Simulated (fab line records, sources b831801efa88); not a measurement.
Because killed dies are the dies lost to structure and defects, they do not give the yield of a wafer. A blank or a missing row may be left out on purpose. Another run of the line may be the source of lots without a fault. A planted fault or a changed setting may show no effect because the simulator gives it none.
fab line records ; flow sfqLine
[record] lots = 14; wafers = 42; lastDay = 86
route steps=325 shown I4@164
lots that met no fault: taken from a fault-free run of the same line
startH: hours from the record's first day to the start of the lot's first wafer shown ; waitH: hours since the lot's step before ; " repeats the value in the row above ; L1.1+2: one row covering several wafers at once ; - no value, or no start was given ; * or withheld: withheld ; < > ~ a bound
route shown NAME@n: a module of which the file shows steps, and the number in the route of the first ; usual: mean/standard deviation taken from wafers without a fault ; same: alike in all rows ; chamber/n: place in a boat ; sites: per-site readings ; _std_site: the standard deviation of these ; _edge_site: outer sites' mean less inner sites' ; radiusMm: how far each site lies from the wafer's centre ; mask NAME#n: copy n ; behind: tool/chamber where the wafer was last shaped ; hold: what put the lot on hold/how long, in hours/how the hold closed ; device: names the non-switching transistor (n, p or np) ; end of line: the same wafers' tests at the end of the route ; a step with no rows: only its recipe ; killed: dies lost to structure and defects at the first sort, not the wafer's yield ; map: the dies of a wafer, with x for killed, . for not killed, _ for no die there
set.NAME: the setting the step ran with; set.NAME@STEP: the setting that earlier step ran with ; model.NAME: the simulator's own value behind a step, which no gauge read
route steps across a sampled set of lots; one table per step, one row per wafer
services: a tool's chamber out of use, with start hour (startH, from the record's first day; less than 0 if before it), hours out, and reason
[[steps]]
[step SFQ_TRILAYER_I4_CMP_CMP_100]
[recipe] material = SiO2; downForcePsi = 3; platenRpm = 60; padVelocityMS = 0.94248
[usual] motorCurrentA = 10.0/1; timeToEndpointS = 211/6.8
lot.wafer;tool;chamber;startH;waitH;motorCurrentA;timeToEndpointS
L961.4;cmp-01;2;952.13;1.8;9.0;213
L961.3;cmp-01;1;953.63;3.4;8.6;208
L961.5;cmp-01;3;954.63;4.3;9.7;211
L962.3;cmp-02;3;954.80;3.4;10.5;206
L962.4;cmp-02;0;954.80;3.4;9.2;206
L962.5;cmp-02;0;957.30;5.8;9.1;212
L963.1;cmp-01;3;1076.45;2.5;10.1;200
L963.4;cmp-01;1;1077.45;3.5;8.4;203
L963.6;cmp-01;0;1078.95;5.0;9.7;215
L964.1;cmp-02;2;1082.75;4.1;12.2;209
L964.6;cmp-02;3;1082.75;4.1;10.6;224
L964.5;cmp-02;0;1082.75;4.1;8.8;215
L965.2;cmp-01;1;1101.45;1.8;8.4;197
L965.3;cmp-01;2;1101.45;1.8;8.9;208
L965.5;cmp-01;3;1101.45;1.8;10.1;206
L967.1;cmp-02;1;1126.15;1.3;11.3;214
L967.4;cmp-02;3;1127.15;2.2;11.1;214
L967.3;cmp-02;0;1127.15;2.2;9.2;216
L968.2;cmp-01;0;1132.53;2.2;9.5;218
L968.6;cmp-01;1;1132.53;2.2;8.8;208
L968.5;cmp-01;2;1132.53;2.2;9.5;215
L969.2;cmp-01;2;1149.97;2.5;9.5;207
L969.3;cmp-01;3;1149.97;2.5;9.7;211
L969.5;cmp-01;0;1149.97;2.5;9.6;225
L971.4;cmp-02;0;1161.47;0.0;9.1;220
L971.3;cmp-02;2;1162.47;1.0;11.3;210
L971.6;cmp-02;1;1163.97;2.5;10.7;229
L973.3;cmp-02;2;1206.07;1.0;11.5;206
L973.2;cmp-02;3;1206.07;1.0;11.0;207
L973.6;cmp-02;2;1208.07;2.9;11.9;211
L975.4;cmp-01;0;1217.61;5.1;10.0;126
L975.1;cmp-01;1;1217.61;5.1;8.5;197
L975.5;cmp-01;3;1219.11;6.6;9.5;218
L976.3;cmp-01;0;1220.11;6.7;9.9;214
L976.4;cmp-01;2;1221.11;7.7;9.5;118
L976.6;cmp-01;0;1222.11;8.7;9.4;224
L978.2;cmp-02;0;1224.57;4.9;9.3;207
L978.3;cmp-02;1;1224.57;4.9;10.9;205
L978.5;cmp-02;3;1226.07;6.3;10.7;208
L979.4;cmp-02;1;1230.07;2.9;11.1;209
L979.2;cmp-02;2;1230.07;2.9;11.8;199
L979.6;cmp-02;0;1231.57;4.4;9.0;214
[[services]]
tool;chamber;startH;hours;kind
cmp-02;-;1032.48;4.6;repair
cmp-01;-;1037.66;1.1;repair
cmp-02;-;1040.75;0.6;repair
cmp-02;-;1049.54;4.0;repair
cmp-02;-;1056.54;5.3;pm
cmp-01;-;1063.93;3.5;pm
cmp-01;-;1080.85;1.6;repair
cmp-02;-;1087.25;4.0;pm
cmp-02;-;1091.25;-;consumableReplace:conditioner
cmp-02;-;1091.25;-;consumableReplace:pad
cmp-01;-;1154.97;3.2;repair
cmp-02;-;1157.15;1.6;repair
cmp-01;-;1160.04;0.9;repair
[[key]]
[firstSign] step = SFQ_TRILAYER_I4_CMP_CMP_100; reading = timeToEndpointS; direction = down; sigmas = 13; usual = *; struck = *
effect none on later readings
metAt SFQ_TRILAYER_I4_CMP_CMP_100
struckLots L975,L976
struckWafers L975.4,L976.4
onsetBetween 1149.97 1217.61
[fault] kind = processParameterDrift; tool = cmp-01; chamber = -; onsetH = 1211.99; steps = SFQ_TRILAYER_I4_CMP_CMP_100; channel = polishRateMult; offset = 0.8; shape = step; endH = 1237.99; scope = struckWafersOnly
